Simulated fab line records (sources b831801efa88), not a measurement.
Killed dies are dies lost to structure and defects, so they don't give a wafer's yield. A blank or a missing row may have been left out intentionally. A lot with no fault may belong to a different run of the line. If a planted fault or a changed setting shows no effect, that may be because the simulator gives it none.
Matching of chambers | flow sky130 | SKY_VIA2_CMP_24 on cmp-01 has 4 sister chambers
The step polishes, stops on SiO2, t overpolish 20 s, target thk 0 nm. 4 wafers are shown with their chamber, then 8 later ones without.

== WAFERS WITH THEIR CHAMBER ==
wafer  | chamber | motor_current_A (A)
L078.3 | 3       | 12.2
L081.3 | 1       | 12.8
L081.4 | 0       | 12.5
L086.4 | 2       | 10.5

== WAFERS WITHOUT THEIR CHAMBER ==
wafer  | motor_current_A (A)
L086.5 | 10.4
L086.6 | 11.8
L088.3 | 12.7
L088.5 | 13.1
L088.6 | 12.3
L094.1 | 10.5
L094.2 | 11.9
L094.4 | 12.5

== WHICH CHAMBER EACH ONE RAN IN ==
wafer  | from the rows above          | in truth
L086.5 | 2                            | 2
L086.6 | can't be placed: 3 or 0      | 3
L088.3 | can't be placed: 1 or 0 or 3 | 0
L088.5 | can't be placed: 1 or 0      | 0
L088.6 | can't be placed: 3 or 0 or 1 | 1
L094.1 | 2                            | 2
L094.2 | can't be placed: 3 or 0      | 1
L094.4 | can't be placed: 0 or 1 or 3 | 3
Correct placement for 2 of the 8. Unplaceable from these rows: 6, with the true chamber sitting among the candidates in 5. 0 placed wrongly.
How it was worked out, from the rows above alone: a wafer's distance from a chamber is the root of the sum, over the readings, of the square of ((its reading less the chamber's mean) divided by the reading's scatter). The wafer belongs to the nearest chamber; if the next one is less than 2 further off, it can't be placed. Each chamber's mean is taken over the wafers shown for it. The scatter: root of mean squared gap, hidden wafer to nearest shown wafer, with one shown wafer a chamber.
